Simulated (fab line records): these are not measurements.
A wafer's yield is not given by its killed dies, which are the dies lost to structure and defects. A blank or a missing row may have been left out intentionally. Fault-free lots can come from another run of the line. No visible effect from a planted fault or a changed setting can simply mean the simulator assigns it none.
Which tool did it?    flow sky130    33 wafers from 11 lots sampled at 6 of the route's 708 steps

== WHAT THE GAUGES READ, wafer by wafer ==
SKY_METAL1_OVL_MEAS_16.
lot   measured      on          METAL1_OVL (nm)
L782  day 32 17:37  overlay-01  -5 2 -7
L783  day 33 01:56  overlay-02  -16 -6 -13
L786  day 34 16:39  overlay-01  -19 -14 -16
L790  day 35 23:04  overlay-02  2 4 1
L789  day 36 05:21  overlay-01  -7 -9 -8
L792  day 36 06:14  overlay-01  8 4 5
L794  day 37 00:55  overlay-01  -6 0 0
L798  day 38 05:26  overlay-02  -7 -3 -2
L803  day 39 09:04  overlay-02  6 5 1
L804  day 39 17:11  overlay-02  -6 -8 -2
L805  day 39 19:46  overlay-02  1 0 -4

SKY_VIA1_OVL_MEAS_13.
lot   measured      on          VIA1_OVL (nm)
L782  day 33 21:11  overlay-01  0 -1 5
L783  day 34 06:26  overlay-02  -2 -7 -2
L786  day 35 20:43  overlay-02  8 5 1
L790  day 37 02:11  overlay-02  9 7 8
L789  day 37 08:37  overlay-01  -4 -1 3
L792  day 37 09:16  overlay-02  -7 -8 -6
L794  day 38 04:51  overlay-02  0 0 0
L798  day 39 08:45  overlay-01  -2 3 -1
L803  day 40 10:52  overlay-01  3 0 0
L804  day 40 19:51  overlay-01  1 3 0
L805  day 40 21:07  overlay-01  4 6 5

SKY_CAPM_RS_MEAS_03: measurement is done with a four-point probe.
lot   measured      on             CAPM_TIN_RS (ohm/sq)
L782  day 36 07:20  film-metro-02  6.83 6.92 6.90
L783  day 36 15:26  film-metro-02  7.03 6.97 6.96
L786  day 38 05:11  film-metro-04  6.91 6.83 6.85
L790  day 39 10:54  film-metro-03  6.88 6.90 6.89
L789  day 39 16:27  film-metro-04  6.76 6.74 6.74
L792  day 39 17:39  film-metro-02  6.59 6.59 6.65 6.59 6.59 6.64
L794  day 40 11:53  film-metro-04  6.88 6.80 6.84
L798  day 41 12:25  film-metro-04  6.83 6.76 6.76
L803  day 42 13:54  film-metro-02  6.85 6.93 6.99
L804  day 42 21:03  film-metro-02  6.94 6.94 6.98
L805  day 42 23:26  film-metro-04  6.95 6.95 6.93

SKY_CAPM_THK_MEAS_04: measures by xrf.
lot   measured      on             CAPM_TIN_THK (nm)
L782  day 36 07:27  film-metro-02  201.5 200.1 200.0
L783  day 36 15:32  film-metro-02  197.3 198.7 198.9
L786  day 38 05:16  film-metro-04  202.5 203.2 203.4
L790  day 39 11:01  film-metro-03  202.1 201.7 202.5
L789  day 39 16:34  film-metro-04  206.4 207.1 206.3
L792  day 39 20:38  film-metro-02  211.1 210.4 209.1
L794  day 40 12:00  film-metro-04  204.1 206.3 204.6
L798  day 41 12:32  film-metro-04  203.7 206.4 205.8
L803  day 42 14:01  film-metro-02  203.5 200.2 199.0
L804  day 42 21:10  film-metro-02  199.8 201.1 199.0
L805  day 42 23:32  film-metro-04  199.6 199.1 200.1

== EACH LOT AND THE TOOL THAT RAN IT (in order: tool; ch and the chambers of the sampled wafers; start) ==
lot   SKY_METAL1_STRIP_20                   SKY_CAPM_SPUTTER_02
L782  plasma-asher-03 ch 0,1, day 32 17:50  pvd-sputter-01, day 36 07:13
L783  plasma-asher-01 ch 0, day 33 02:09    pvd-sputter-01, day 36 15:18
L786  plasma-asher-01 ch 0,1, day 34 16:53  pvd-sputter-02, day 38 05:01
L790  plasma-asher-01 ch 0,1, day 35 23:17  pvd-sputter-01, day 39 10:47
L789  plasma-asher-03 ch 0,1, day 36 05:34  pvd-sputter-01, day 39 16:20
L792  plasma-asher-04 ch 1, day 36 06:27    pvd-sputter-01, day 39 17:31
L794  plasma-asher-01 ch 0,1, day 37 01:08  pvd-sputter-02, day 40 11:46
L798  plasma-asher-03 ch 0,1, day 38 05:39  pvd-sputter-02, day 41 12:18
L803  plasma-asher-01 ch 0,1, day 39 09:17  pvd-sputter-02, day 42 13:47
L804  plasma-asher-03 ch 0,1, day 39 17:24  pvd-sputter-03, day 42 20:55
L805  plasma-asher-01 ch 0,1, day 39 20:00  pvd-sputter-03, day 42 23:17
- SKY_METAL1_STRIP_20: strips in O2/N2.
- SKY_CAPM_SPUTTER_02: material TiN, target thk 200 nm, time 166.7 s.

== WHAT THE TOOLS THEMSELVES READ (means of the sampled wafers that have a number; where no wafer has one, the mark that the record gives instead) ==
SKY_METAL1_STRIP_20.
lot   tool             drypump-motor-current-A (A)  oes-product-au (a.u.)  strip-time-to-endpoint-s (s)
L782  plasma-asher-03  5.3                          0.344                  2.68
L783  plasma-asher-01  5.3                          0.341                  2.72
L786  plasma-asher-01  5.5                          0.342                  2.69
L790  plasma-asher-01  5.5                          0.345                  2.70
L789  plasma-asher-03  5.3                          0.342                  2.70
L792  plasma-asher-04  5.0                          0.345                  2.68
L794  plasma-asher-01  5.5                          0.348                  2.72
L798  plasma-asher-03  5.7                          0.342                  2.67
L803  plasma-asher-01  5.7                          0.346                  2.68
L804  plasma-asher-03  5.7                          0.343                  2.70
L805  plasma-asher-01  5.5                          0.343                  2.69

SKY_CAPM_SPUTTER_02.
lot   tool            chamber-pressure-pa (Pa)  throttle-valve-pct (%)
L782  pvd-sputter-01  0.4001                    30.1
L783  pvd-sputter-01  0.4003                    29.5
L786  pvd-sputter-02  0.4001                    30.4
L790  pvd-sputter-01  0.4002                    29.9
L789  pvd-sputter-01  0.3162                    34.8
L792  pvd-sputter-01  0.3162                    34.5
L794  pvd-sputter-02  0.3996                    30.1
L798  pvd-sputter-02  0.4004                    30.1
L803  pvd-sputter-02  0.3999                    29.8
L804  pvd-sputter-03  0.4002                    30.6
L805  pvd-sputter-03  0.4001                    30.6

== THE ANSWER, worked out from the rows above alone ==
Rule: the lots themselves supply what counts as usual. The widest of any qualifying gaps counts: lots, ordered by their means at a reading, are off when they make up no more than a third of the lots, leave a main group of 4 or more, and stand apart from it by 3 or more times the standard deviation of that group's means. If all means in a main group match to the digits the tables above print for the reading, that group is not used. A lot without any number at a reading at which 4 lots or more have one is off too. Any other lot the step has rows for is counted as sound. First the gauges in route order, then the tools' own readings, where a lot's mean is used as printed above. At the first step where some lot is off, the reading lying furthest off is the one used; lots without a number count as furthest.
Off: L789, L792 (SKY_CAPM_SPUTTER_02, chamber-pressure-pa). For the main group the mean is 0.4001 Pa and the standard deviation 0.00022.
If a tool, at that step or one of the process steps before it, ran each lot that is off and ran no sound lot following the first of them, it fits. One fits: SKY_CAPM_SPUTTER_02 on pvd-sputter-01. Its last sound lot is L790 (day 39 10:47), its first lot that is off L789 (day 39 16:20): a fault that began between those two fits.
The tool's own readings at SKY_CAPM_SPUTTER_02 bear it out: on the lots that are off they differ by more than 5 times the standard deviation of the sound lots' means. chamber-pressure-pa reads 0.3162 Pa there against 0.4001 Pa on the sound lots; throttle-valve-pct reads 34.6 % there against 30.1 % on the sound lots.

== WHAT WAS PUT IN BY THE SIMULATOR ==
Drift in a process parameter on pvd-sputter-01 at SKY_CAPM_SPUTTER_02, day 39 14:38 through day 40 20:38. Setting chamber-pressure-pa, moved by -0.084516, from 0.4. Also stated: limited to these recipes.
Struck lots among those shown: L789, L792. The same result came from the rule above.
